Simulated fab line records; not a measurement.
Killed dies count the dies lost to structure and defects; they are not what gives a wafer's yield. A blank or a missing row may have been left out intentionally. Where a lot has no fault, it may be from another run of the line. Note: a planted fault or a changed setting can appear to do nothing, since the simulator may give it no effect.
Matching of chambers + flow gf180mcu + cmp-01 running GF_V2_CMP_26: 4 sister chambers
The step polishes, stops on SiO2, t overpolish 15 s, target thk 0 nm. 7 wafers are shown with their chamber, then 8 later ones without.

## WAFERS WITH THEIR CHAMBER
| wafer  | chamber | motorCurrentA (A) | overpolishRunS (s) |
|--------|---------|-------------------|--------------------|
| L790.4 | 0       | 11.7              | 15.017             |
| L791.4 | 1       | 9.7               | 15.013             |
| L791.6 | 0       | 12.1              | 15.011             |
| L792.4 | 2       | 9.9               | 14.990             |
| L792.5 | 3       | 9.9               | 15.011             |
| L792.6 | 2       | 10.5              | 15.005             |
| L796.2 | 3       | 10.4              | 15.015             |

## WAFERS WHOSE CHAMBER IS MISSING
| wafer  | motorCurrentA (A) | overpolishRunS (s) |
|--------|-------------------|--------------------|
| L796.3 | 10.2              | 14.999             |
| L796.4 | 9.9               | 14.988             |
| L797.1 | 11.9              | 14.993             |
| L797.4 | 9.8               | 14.999             |
| L797.5 | 10.9              | 14.991             |
| L799.1 | 11.3              | 15.009             |
| L799.3 | 10.1              | 14.991             |
| L799.4 | 10.5              | 15.001             |

## WHICH CHAMBER EACH ONE RAN IN
| wafer  | from the rows above          | in truth                   |
|--------|------------------------------|----------------------------|
| L796.3 | can't be placed: 2 or 3      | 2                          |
| L796.4 | 2                            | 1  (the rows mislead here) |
| L797.1 | can't be placed: 0 or 2      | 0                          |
| L797.4 | can't be placed: 2 or 1 or 3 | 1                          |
| L797.5 | can't be placed: 2 or 3      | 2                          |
| L799.1 | can't be placed: 0 or 3 or 2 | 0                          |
| L799.3 | 2                            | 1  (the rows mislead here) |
| L799.4 | can't be placed: 2 or 3 or 1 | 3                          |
Placed correctly: 0 of 8. Cannot be placed on the basis of these rows: 6; the candidates contain the true chamber in 6. Number placed wrongly: 2.
How it was worked out, from the rows above alone: a wafer's distance from a chamber is the root of the sum, over the readings, of the square of ((its reading less the chamber's mean) divided by the reading's scatter). If the next closest chamber is less than 2 further off than the closest, the wafer can't be placed; otherwise it belongs to the closest. For every chamber, the mean is computed from those of its wafers that are shown. The scatter is the square root of a quotient: the sum, over the shown wafers, of each reading's squared deviation from its chamber's mean, divided by wafers minus chambers.
